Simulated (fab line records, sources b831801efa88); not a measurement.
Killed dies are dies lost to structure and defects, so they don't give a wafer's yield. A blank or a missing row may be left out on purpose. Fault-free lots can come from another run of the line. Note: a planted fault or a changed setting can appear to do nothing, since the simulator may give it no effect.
The tool behind it: which one? -- flow sky130 -- 24 lots with 72 wafers sampled at 3 steps, on a route of 708 steps

WHAT EACH GAUGE READ, for each wafer
SKY_FIELD_ISO_BOW_MEAS_00.
lot,measured,on,INCOMING_BOW (um)
L074,day 1 10:01,film-metro-02,6 -7 6
L075,day 1 15:01,film-metro-01,-7 5 -8
L076,day 1 20:01,film-metro-03,12 -7 -5
L077,day 2 01:00,film-metro-01,2 0 2
L078,day 2 06:00,film-metro-01,-2 -4 0
L079,day 2 11:01,film-metro-03,6 -3 -9
L080,day 2 16:00,film-metro-01,0 1 13
L081,day 2 21:02,film-metro-02,-6 -7 -4
L082,day 3 02:00,film-metro-02,0 14 -2
L083,day 3 07:01,film-metro-03,9 4 -1
L084,day 3 12:02,film-metro-01,-3 -6 9
L085,day 3 17:01,film-metro-03,1 7 4
L086,day 3 22:00,film-metro-02,-4 14 -8
L087,day 4 03:01,film-metro-03,5 7 -10
L088,day 4 08:02,film-metro-03,-3 -3 -3
L089,day 4 13:00,film-metro-01,-4 -1 15
L090,day 4 18:01,film-metro-02,-9 -1 -6
L091,day 4 23:00,film-metro-01,-2 -7 2
L092,day 5 04:00,film-metro-03,8 9 -9
L093,day 5 09:00,film-metro-03,-8 -5 7
L094,day 5 14:01,film-metro-02,8 1 1
L095,day 5 19:02,film-metro-03,0 8 4
L096,day 6 00:00,film-metro-01,4 6 -2
L097,day 6 05:01,film-metro-02,3 -9 -7

SKY_SD_P_TW_MEAS_11.
lot,measured,on,SD_P_TW
L074,day 25 13:26,film-metro-04,2859 2831 2841
L075,day 25 22:30,film-metro-04,2841 2852 2834
L076,day 26 01:04,film-metro-02,2855 2866 2874
L077,day 26 10:24,film-metro-02,2857 2868 2862
L078,day 26 21:14,film-metro-03,2847 2849 2855
L079,day 27 02:54,film-metro-03,2844 2851 2841
L080,day 27 12:05,film-metro-04,2830 2823 2842
L081,day 28 00:58,film-metro-02,2871 2868 2875
L082,day 28 09:11,film-metro-04,2834 2828 2835
L083,day 28 18:02,film-metro-03,2844 2825 2833
L084,day 29 02:31,film-metro-03,2864 2847 2862
L085,day 29 10:38,film-metro-03,2843 2846 2860
L086,day 29 14:56,film-metro-03,2840 2843 2860
L087,day 30 00:09,film-metro-03,2845 2847 2827
L088,day 30 08:36,film-metro-03,2848 2858 2834
L089,day 30 16:33,film-metro-02,2868 2879 2866
L090,day 31 05:55,film-metro-02,2876 2861 2887
L091,day 31 09:48,film-metro-02,2882 2880 2858
L092,day 31 15:44,film-metro-02,2876 2868 2867
L093,day 32 04:08,film-metro-03,2816 2827 2828
L094,day 32 10:53,film-metro-02,2876 2870 2877
L095,day 32 21:30,film-metro-03,2843 2836 2834
L096,day 33 03:11,film-metro-04,2845 2843 2838
L097,day 33 08:28,film-metro-04,2824 2832 2818

SKY_RES_XHIGH_TW_MEAS_09.
lot,measured,on,RES_XHIGH_TW
L074,day 26 18:23,film-metro-04,1644 1651 1642
L075,day 27 03:42,film-metro-04,1646 1632 1636
L076,day 27 06:05,film-metro-02,1674 1675 1665
L077,day 27 15:33,film-metro-02,1656 1657 1667
L078,day 28 02:25,film-metro-04,1652 1651 1647
L079,day 28 07:59,film-metro-03,1647 1656 1646
L080,day 28 17:17,film-metro-02,1669 1663 1664
L081,day 29 05:20,film-metro-03,1656 1657 1640
L082,day 29 13:04,film-metro-03,1651 1656 1664
L083,day 29 22:27,film-metro-04,1643 1641 1642
L084,day 30 06:19,film-metro-03,1642 1643 1635
L085,day 30 14:36,film-metro-04,1648 1645 1640
L086,day 30 19:38,film-metro-03,1652 1642 1648
L087,day 31 04:08,film-metro-04,1638 1647 1648
L088,day 31 12:05,film-metro-02,1667 1663 1661
L089,day 31 20:25,film-metro-02,1671 1663 1671
L090,day 32 09:20,film-metro-02,1667 1670 1662
L091,day 32 13:05,film-metro-04,1648 1640 1646
L092,day 32 19:07,film-metro-04,1645 1638 1636
L093,day 33 06:35,film-metro-02,1656 1659 1660
L094,day 33 13:17,film-metro-02,1662 1657 1655
L095,day 34 00:42,film-metro-04,1652 1646 1644
L096,day 34 05:47,film-metro-03,1630 1629 1626
L097,day 34 10:17,film-metro-02,1667 1667 1663

WHAT TOOL EACH LOT RAN ON (gives the tool, then ch and the chambers of the sampled wafers, and finally the start)
The record holds no process step before these readings.

AS READ BY THE TOOLS THEMSELVES (means over the sampled wafers that have a number; for cases with no such wafer, the mark the record gives instead)
The record holds no such reading with a usual standard deviation.

THE ANSWER, worked out from the rows above alone
Rule: the lots themselves supply what counts as usual. Put in order of their means at a reading, lots are off if they are a third of the lots or fewer, leave a main group of 4 or more, and stand apart from it by a gap of 3 or more times the standard deviation of the main group's means; of several such gaps the widest counts. A main group whose means are all the same, to the digits that the tables above print for the reading, isn't used. Also off: a lot with no number at a reading for which 4 or more lots have one. Any other lot the step has rows for is counted as sound. First the gauges in route order, then the tools' own readings, where a lot's mean is used as printed above. The first step at which some lot is off is used, and at that step the reading that is off furthest; a lot without a number counts as furthest.
No lot is off at any reading shown: from this, nothing can be told.

WHAT THE SIMULATOR HAD INSERTED
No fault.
